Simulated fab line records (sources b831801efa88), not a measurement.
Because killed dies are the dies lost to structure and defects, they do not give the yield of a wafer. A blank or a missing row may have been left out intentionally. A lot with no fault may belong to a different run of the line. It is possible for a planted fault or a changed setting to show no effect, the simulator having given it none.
A lot that was struck, set against a sound lot :: flow sky130 :: 25 steps out of a route of 708
Sound: the wafers L836.4, L836.5, L836.6. Struck: wafers L844.1, L844.3, L844.5. The cause is named last.
Per side, at each step with rows, come the tool, then ch with its chambers, and then its first start. Under that, the readings that differ: sound wafers :: struck wafers :: difference of the means :: sigmas: that difference in standard deviations of wafers without a fault.
alike: a reading whose means differ by less than 2 such deviations, as well as words and numbers matching on both sides. not compared: withheld readings; readings where some wafer has no value; bounds like >300 that might hide an equal value; numbers whose values overlap and for which the record gives no deviation.
The two part at a step that has a row with sigmas, a row that says differs or no value, or rows on one side only. When numbers do not overlap yet have no deviation, they are printed without sigmas and do not part them. A reading that every wafer of one side lacks parts them only if that side has two wafers or more.

first, 3 steps without rows for these wafers: SKY_LOCAL_INTERCONNECT_STRIP_16 (strips in post etch residue remover, time 1200 s); SKY_LOCAL_INTERCONNECT_CLEAN_17 (cleans in IPA, time 180 s); SKY_LOCAL_INTERCONNECT_CLEAN_18 (cleans in O3/DIW).
SKY_CONTACT_CVD_00: deposits Si3N4, target thk 75 nm.
  sound on pecvd-02 ch 0,1,2, day 34 06:02; struck on pecvd-04 ch 1,2, day 36 20:18
  alike: heater-power-w
SKY_CONTACT_THK_MEAS_01:
  sound on film-metro-03 at day 34 06:05; struck on film-metro-03 at day 36 20:20
  alike: CONTACT_CVD_00_THK
then, 1 step without rows for these wafers: SKY_CONTACT_HDPCVD_02 (deposits SiO2, target thk 565 nm, time 94.2 s).
SKY_CONTACT_THK_MEAS_03:
  sound on film-metro-04 at day 34 06:13; struck on film-metro-01 at day 36 20:28
  alike: CONTACT_HDPCVD_THK
SKY_CONTACT_CMP_04: polishes SiO2.
  sound on cmp-02 ch 1,2, day 34 06:14; struck on cmp-02 ch 0,1, day 36 20:31
  alike: motor-current-A, time-to-endpoint-s
SKY_CONTACT_BOW_MEAS_05:
  sound on film-metro-01 at day 34 06:36; struck on film-metro-03 at day 36 20:49
  alike: CONTACT_BOW
then, 3 steps without rows for these wafers: SKY_CONTACT_DEHYDRATE_06 (time 60 s); SKY_CONTACT_HMDS_07 (prime time 60 s); SKY_CONTACT_COAT_08 (resist thk 60 nm).
SKY_CONTACT_COAT_09: resist thk 450 nm.
  sound on litho-track-04 ch 0, day 34 19:00; struck on litho-track-03 ch 0, day 37 08:00
reading: model.KrF-thick_of_CONTACT_COAT_09.thk-nm (nm)
sound: 448.4 449 448.4
struck: 428 428.1 428.1
difference: -21
sigmas: 
  alike: spin-speed-rpm
then, 4 steps without rows for these wafers: SKY_CONTACT_SOFTBAKE_10 (time 90 s); SKY_CONTACT_EXPOSE_11 (exposes mask CTM1, target cd 170 nm); SKY_CONTACT_PEB_12; SKY_CONTACT_DEVELOP_13 (develop time 60 s).
SKY_CONTACT_CD_MEAS_14: target cd 170 nm.
  sound on cd-sem-01 at day 35 08:29; struck on cd-sem-01 at day 37 22:08
  alike: cd-nm
SKY_CONTACT_OVL_MEAS_15:
  sound on overlay-01 at day 35 08:34; struck on overlay-02 at day 37 22:15
  alike: CONTACT_OVL
SKY_CONTACT_ETCH_16: etches BARC in N2/H2, stops on SiO2, time 45.9 s, target depth 60 nm.
  sound on rie-diel-01 ch 1,2, day 35 08:35; struck on rie-diel-04 ch 0,2,3, day 37 22:17
  alike: drypump-motor-current-A, oes-product-au, throttle-valve-pct
  not compared: rf-hours-counter-h
SKY_CONTACT_ETCH_17: etches SiO2 in C4F8/O2/Ar, stops on Si3N4, target depth 340 nm.
  sound on rie-diel-01 ch 1,2, day 35 08:38; struck on rie-diel-04 ch 0,2,3, day 37 22:20
  alike: oes-product-au
SKY_CONTACT_ETCH_18: etches Si3N4 in CHF3/O2, stops on TiN, time 39 s, target depth 75 nm.
  sound on rie-diel-01 ch 1,2; struck on rie-diel-04 ch 0,2,3
reading: model.KrF-thick_of_CONTACT_COAT_09.thk-nm (nm)
sound: 241.5 239.6 241.8
struck: 223.1 220.6 220.8
difference: -19.5
sigmas: 
  alike: drypump-motor-current-A, oes-product-au, throttle-valve-pct
  not compared: rf-hours-counter-h
SKY_CONTACT_STRIP_19: strips in O2/N2.
  sound on plasma-asher-01 ch 0,1, day 35 08:45; struck on plasma-asher-04 ch 0,1, day 37 22:25
reading: drypump-motor-current-A (A)
sound: 5.57 5.56 5.28
struck: 6.21 5.79 6.22
difference: +0.60
sigmas: +2

reading: strip-time-to-endpoint-s (s)
sound: 3.595 3.571 3.606
struck: 3.390 3.372 3.388
difference: -0.207
sigmas: -8
  alike: oes-product-au
  not compared: rf-hours-counter-h
then, 1 step without rows for these wafers: SKY_CONTACT_STRIP_20 (strips in post etch residue remover, time 1200 s).
-- the record jumps here: 12 days lie between the struck wafers' starts before and after (it left off in module CONTACT and takes up again in module PAD_OPEN, whose first step shown is number 708 of the route) --
SKY_PAD_OPEN_PROBE_99:
  sound on prober-02 at day 48 15:17; struck on prober-02 at day 50 07:01
  alike: killed_at_M0_to_M3, killed_at_M4_up, killed-at-contacts, killed-at-front-end, killed-at-other, killed-dies, killed-open, killed-short

## WHERE THEY PART
Only at SKY_CONTACT_STRIP_19, within this record. Later steps at which nothing parts them and some readings are alike: SKY_PAD_OPEN_PROBE_99.

WHY: whatever the simulator had introduced
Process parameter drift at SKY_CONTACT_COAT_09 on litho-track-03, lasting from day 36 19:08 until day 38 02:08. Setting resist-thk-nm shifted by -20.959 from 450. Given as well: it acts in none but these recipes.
